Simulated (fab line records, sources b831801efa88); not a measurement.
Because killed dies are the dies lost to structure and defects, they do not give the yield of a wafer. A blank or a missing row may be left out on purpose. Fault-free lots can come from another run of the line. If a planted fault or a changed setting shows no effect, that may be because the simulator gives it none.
A single fault, viewed from 2 desks ; flow sky130 ; every desk sees just its own numbers, and what lay behind them comes last

== AT THE TOOL OWNER'S DESK: pvd_sputter-03 ==
The tool's own readings at SKY_CAP2M_SPUTTER_02 (material TiN, target thk 200 nm, time 166.7 s): means of the sampled wafers that have a number, for each lot that ran on this tool. The brackets show how far a lot's mean lies from the usual mean; more than 4 standard deviations puts the lot out of limits, marked OUT.
Columns: A = cathode_dc_power_W at SKY_CAP2M_SPUTTER_02, usual 6500.1 W; B = throttle_valve_pct at SKY_CAP2M_SPUTTER_02, usual 30.5 %
lot;first seen here;A;B
L742;day 40 00:41;6500.9;30.0
L750;day 42 03:34;6499.9;31.4
L755;day 43 13:37;6500.7;30.6
L763;day 45 15:55;6181.8 (-99 or more) OUT;30.5
L765;day 45 23:56;6181.7 (-99 or more) OUT;30.2
This desk's verdict: out of limits on L763, L765, starting with L763 at day 45 15:55 (cathode_dc_power_W at SKY_CAP2M_SPUTTER_02). L742, L750, L755: within limits.

== METROLOGY DESK ==
What the gauges read for every lot (on any tool): the sampled wafers with a number, averaged. The brackets show how far a lot's mean lies from the usual mean; more than 4 standard deviations puts the lot out of limits, marked OUT.
Columns: A = cd_nm at SKY_VIA1_CD_MEAS_12, usual 149.8 nm; B = CAP2M_TIN_RS at SKY_CAP2M_RS_MEAS_03, usual 6.87 ohm/sq; C = CAP2M_TIN_THK at SKY_CAP2M_THK_MEAS_04, usual 201.6 nm
lot;first seen here;A;B;C
L742;day 34 07:56;149.1;6.88;201.6
L743;day 34 14:19;150.4;7.01;197.7
L744;day 34 17:55;149.0;6.89;201.5
L750;day 36 12:58;149.6;6.89;201.9
L752;day 37 06:49;150.6;6.93;201.0
L754;day 37 23:32;148.8;6.93;198.7
L755;day 38 06:32;151.0;6.85;201.5
L762;day 40 08:37;150.2;6.87;201.2
L763;day 40 13:35;149.9;7.20 (+4.5) OUT;193.6
L765;day 40 21:17;149.8;7.32 (+6.1) OUT;189.2 (-5.4) OUT
This desk's result: L763, L765 out of limits, first on L763 (CAP2M_TIN_RS at SKY_CAP2M_RS_MEAS_03), day 45 16:03. L742, L743, L744, L750, L752, L754, L755, L762: within limits.

== TAKEN TOGETHER ==
An alarm could have come from the tool owner's desk at day 45 15:55, on L763, L765.
L763, L765 would have let the metrology desk raise an alarm at day 45 16:03.
Every lot named ran SKY_CAP2M_SPUTTER_02 on pvd_sputter-03.

== WHAT THE SIMULATOR HAD PUT IN ==
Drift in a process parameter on pvd_sputter-03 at SKY_CAP2M_SPUTTER_02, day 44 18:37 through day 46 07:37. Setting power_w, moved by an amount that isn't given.
Struck lots among those shown: L763, L765.
Delay (hours) between the fault's onset and each desk's first out-of-limits reading: 21 at the tool owner's desk, 21 at the metrology desk.
